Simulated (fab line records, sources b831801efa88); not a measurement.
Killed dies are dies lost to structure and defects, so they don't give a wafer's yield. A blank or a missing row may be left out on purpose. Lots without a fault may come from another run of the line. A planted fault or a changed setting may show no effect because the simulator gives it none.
Which tool did it? | flow sfq_line | 15 lots, 43 wafers sampled, at 3 steps of a route of 325

WHAT THE GAUGES READ, wafer by wafer
The record holds no reading of a measuring or inspecting step that can be judged against a usual standard deviation.

WHICH TOOL RAN EACH LOT (tool, then ch and the chambers of the sampled wafers, then the start)
lot  | SFQ_TRILAYER_I2_CMP_CMP_064   | SFQ_TRILAYER_I2_METRO_MEASURE_065 | SFQ_TRILAYER_I2_VIA_ETCH_VIA_ETCH_070
L170 | cmp-01 ch 1,2, day 22 23:46   | film_metro-02, day 23 02:53       | rie_diel-03 ch 2,3, day 29 13:56
L171 | cmp-02 ch 1,2,3, day 23 03:41 | film_metro-01, day 23 06:49       | rie_diel-02 ch 0,1,2, day 29 18:32
L172 | cmp-01 ch 1,3, day 23 11:47   | film_metro-01, day 23 15:07       | rie_diel-03 ch 1,3, day 30 00:32
L174 | cmp-01 ch 2,3, day 23 23:47   | film_metro-01, day 24 02:55       | rie_diel-01 ch 0,1,2, day 30 15:41
L177 | cmp-01 ch 0,1,3, day 25 07:14 | film_metro-02, day 25 09:34       | rie_diel-03 ch 0,3, day 30 21:49
L183 | cmp-01 ch 0,3, day 35 00:47   | film_metro-01, day 35 04:18       | rie_diel-02 ch 1,3, day 40 17:59
L184 | cmp-01 ch 0,1,3, day 35 07:17 | film_metro-04, day 35 10:06       | rie_diel-03 ch 1,3, day 40 21:35
L185 | cmp-01 ch 3, day 35 13:17     | film_metro-02, day 35 16:06       | rie_diel-03 ch 1, day 41 01:11
L186 | cmp-01 ch 0,1, day 35 21:47   | film_metro-04, day 36 00:54       | rie_diel-02 ch 0,1,3, day 41 03:35
L187 | cmp-02 ch 0,1,2, day 38 12:07 | film_metro-01, day 38 14:38       | rie_diel-03 ch 2,3, day 42 23:59
L188 | cmp-02 ch 0,2,3, day 38 14:07 | film_metro-04, day 38 17:14       | rie_diel-01 ch 0,1,2, day 43 02:23
L189 | cmp-01 ch 0,2,3, day 39 05:17 | film_metro-04, day 39 06:54       | rie_diel-01 ch 0,1,2, day 43 21:19
L190 | cmp-02 ch 0,2, day 39 09:07   | film_metro-02, day 39 12:14       | rie_diel-03 ch 0,3, day 44 00:55
L191 | cmp-01 ch 1,2,3, day 39 10:47 | film_metro-04, day 39 12:54       | rie_diel-02 ch 0,1,2, day 44 02:07
L192 | cmp-01 ch 0,1,3, day 39 12:47 | film_metro-02, day 39 16:06       | rie_diel-01 ch 0,1,2, day 44 03:19
- SFQ_TRILAYER_I2_CMP_CMP_064: polishes SiO2.
- SFQ_TRILAYER_I2_METRO_MEASURE_065
- SFQ_TRILAYER_I2_VIA_ETCH_VIA_ETCH_070: etches SiO2 in CHF3, stops on Nb, target depth 260 nm.

WHAT THE TOOLS THEMSELVES READ (means of the sampled wafers that have a number; where no wafer has one, the mark that the record gives instead)
SFQ_TRILAYER_I2_CMP_CMP_064.
lot  | tool   | motor_current_A (A) | retaining_ring_pressure_frac | time_to_endpoint_s (s)
L170 | cmp-01 | 10.7                | 1.001                        | 209
L171 | cmp-02 | 10.3                | 1.000                        | 204
L172 | cmp-01 | 11.5                | 1.003                        | 212
L174 | cmp-01 | 10.8                | 1.010                        | 213
L177 | cmp-01 | 11.8                | 1.004                        | 214
L183 | cmp-01 | 11.3                | 1.000                        | 232
L184 | cmp-01 | 11.4                | 0.995                        | 227
L185 | cmp-01 | 11.1                | 1.008                        | 244
L186 | cmp-01 | 11.3                | 1.002                        | 224
L187 | cmp-02 | 9.8                 | 0.999                        | 210
L188 | cmp-02 | 9.6                 | 0.999                        | 206
L189 | cmp-01 | 10.9                | 0.999                        | 216
L190 | cmp-02 | 9.5                 | 1.001                        | 213
L191 | cmp-01 | 11.1                | 0.995                        | 219
L192 | cmp-01 | 11.7                | 1.001                        | 215

SFQ_TRILAYER_I2_METRO_MEASURE_065.
lot  | tool          | thk_nm (nm)
L170 | film_metro-02 | 200.5
L171 | film_metro-01 | 200.6
L172 | film_metro-01 | 201.3
L174 | film_metro-01 | 200.5
L177 | film_metro-02 | 199.7
L183 | film_metro-01 | 174.4
L184 | film_metro-04 | 183.8
L185 | film_metro-02 | 176.1
L186 | film_metro-04 | 201.0
L187 | film_metro-01 | 198.8
L188 | film_metro-04 | 199.0
L189 | film_metro-04 | 200.5
L190 | film_metro-02 | 198.5
L191 | film_metro-04 | 200.9
L192 | film_metro-02 | 199.9

SFQ_TRILAYER_I2_VIA_ETCH_VIA_ETCH_070.
lot  | tool        | drypump_motor_current_A (A) | oes_product_au (a.u.)
L170 | rie_diel-03 | 6.1                         | 0.854
L171 | rie_diel-02 | 5.6                         | 0.855
L172 | rie_diel-03 | 5.6                         | 0.856
L174 | rie_diel-01 | 5.3                         | 0.858
L177 | rie_diel-03 | 5.2                         | 0.859
L183 | rie_diel-02 | 5.3                         | 0.791
L184 | rie_diel-03 | 5.6                         | 0.818
L185 | rie_diel-03 | 6.5                         | 0.801
L186 | rie_diel-02 | 5.7                         | 0.857
L187 | rie_diel-03 | 6.1                         | 0.853
L188 | rie_diel-01 | 5.3                         | 0.850
L189 | rie_diel-01 | 5.3                         | 0.859
L190 | rie_diel-03 | 5.1                         | 0.853
L191 | rie_diel-02 | 5.6                         | 0.855
L192 | rie_diel-01 | 5.3                         | 0.854

THE ANSWER, worked out from the rows above alone
Rule: what is usual is taken from the lots themselves. Put in order of their means at a reading, lots are off if they are a third of the lots or fewer, leave a main group of 4 or more, and stand apart from it by a gap of 3 or more times the standard deviation of the main group's means; of several such gaps the widest counts. A main group whose means are all the same, to the digits that the tables above print for the reading, isn't used. A lot without any number at a reading at which 4 lots or more have one is off too. The other lots that the step has rows for count as sound. The gauges are gone through in route order, then the tools' own readings, and for those a lot's mean is taken as printed above. The first step at which some lot is off is used, and at that step the reading that is off furthest; a lot without a number counts as furthest.
Off: L183, L184, L185, at SFQ_TRILAYER_I2_METRO_MEASURE_065 (thk_nm). The main group: mean 200.1 nm, standard deviation 0.88.
A tool fits if, at that step or a process step before it, it ran every lot that is off, and no sound lot after the first of them. None of those tried fits.

WHAT THE SIMULATOR HAD PUT IN
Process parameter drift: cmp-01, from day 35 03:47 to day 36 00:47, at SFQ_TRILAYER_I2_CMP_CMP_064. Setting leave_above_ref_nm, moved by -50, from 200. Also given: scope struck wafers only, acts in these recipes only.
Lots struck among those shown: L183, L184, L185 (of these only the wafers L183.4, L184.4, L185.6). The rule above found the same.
